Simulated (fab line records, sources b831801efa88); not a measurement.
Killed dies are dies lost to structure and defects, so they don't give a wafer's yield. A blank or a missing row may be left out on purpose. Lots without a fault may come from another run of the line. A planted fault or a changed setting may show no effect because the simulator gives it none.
Problem report in the 8D (eight disciplines) form, filled by code | flow gf180mcu | the parts of the form that need people (team, actions taken, sign-off) are left out

1. THE PROBLEM
DNWELL_TW at GF_DNWELL_TW_MEAS_09 reads a mean of 1302 on 6 wafers of 2 lots; wafers without a fault read 1353 with a standard deviation of 7.9. That is -6.5 standard deviations from the usual mean.
First seen on wafer L595.2, day 4 03:46, on film_metro-01. The record holds 30 wafers of 10 lots with a number at this step. Rule for "out", or "out of limits": more than 4 standard deviations from the usual mean. The other wafers with a number count as sound.

2. WHAT IT IS AND WHAT IT IS NOT
question                    | is                           | is not
which readings at this step | DNWELL_TW                    | -
which lots                  | L595, L602                   | L589, L590, L591, L592, L608, L609, L610, L612
which wafers of those lots  | all that have a number       | -
read on which gauges        | film_metro-01, film_metro-02 | film_metro-04
when                        | from day 4 03:46             | up to then (12 sound wafers); but 12 sound wafers of L608, L609, L610, L612 came after

3. SUSPECTS, AND WHAT RULES EACH OUT
Counting: a tool at a process step up to the reading stays a suspect if it ran every lot that is out and no sound lot after the first of them.
- the gauge at GF_DNWELL_TW_MEAS_09: ruled out. The wafers that are out were read on 2 gauges (film_metro-01, film_metro-02).
- implanter-01 at GF_DNWELL_IMPLANT_07: kept. It ran every lot that is out, first L595 (day 4 03:31), and no sound lot after that; its last sound lot up to then is L592 (day 3 10:57).
Left after counting: implanter-01 at GF_DNWELL_IMPLANT_07.

4. THE CAUSE (what the simulator had put in)
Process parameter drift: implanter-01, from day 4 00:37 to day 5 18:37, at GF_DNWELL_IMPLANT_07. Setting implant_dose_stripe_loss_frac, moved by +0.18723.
Counting left only this tool.

5. THE CHAIN OF EFFECTS, in route order
Each row: a reading whose mean over the struck wafers that have a number lies more than 3 standard deviations from the usual. Only readings for which the record gives a usual standard deviation are gone through. hours: the time from each lot's start at the first step in this table that gives one to its start at this step, as a median over the lots. sigmas: the change in usual standard deviations.
hours | step                 | reading   | usual | on struck wafers | change | sigmas
0     | GF_DNWELL_TW_MEAS_09 | DNWELL_TW | 1353  | 1302             | -51    | -6.5
Later measuring or inspecting steps at which every struck wafer that the step has a row for has a number for every such reading, and none has moved that far: GF_MVSD_OVL_MEAS_07, GF_HV_LDD_THK_MEAS_57.

6. WHAT WOULD HAVE CAUGHT IT SOONER
In this record the first reading out of limits at a measuring or inspecting step was taken at day 4 03:46, 3 hours after the fault began at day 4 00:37.
Of the lots that are out (2), L602 began GF_DNWELL_IMPLANT_07 on implanter-01 after day 4 03:46. A hold on the tool at that time would have spared it.
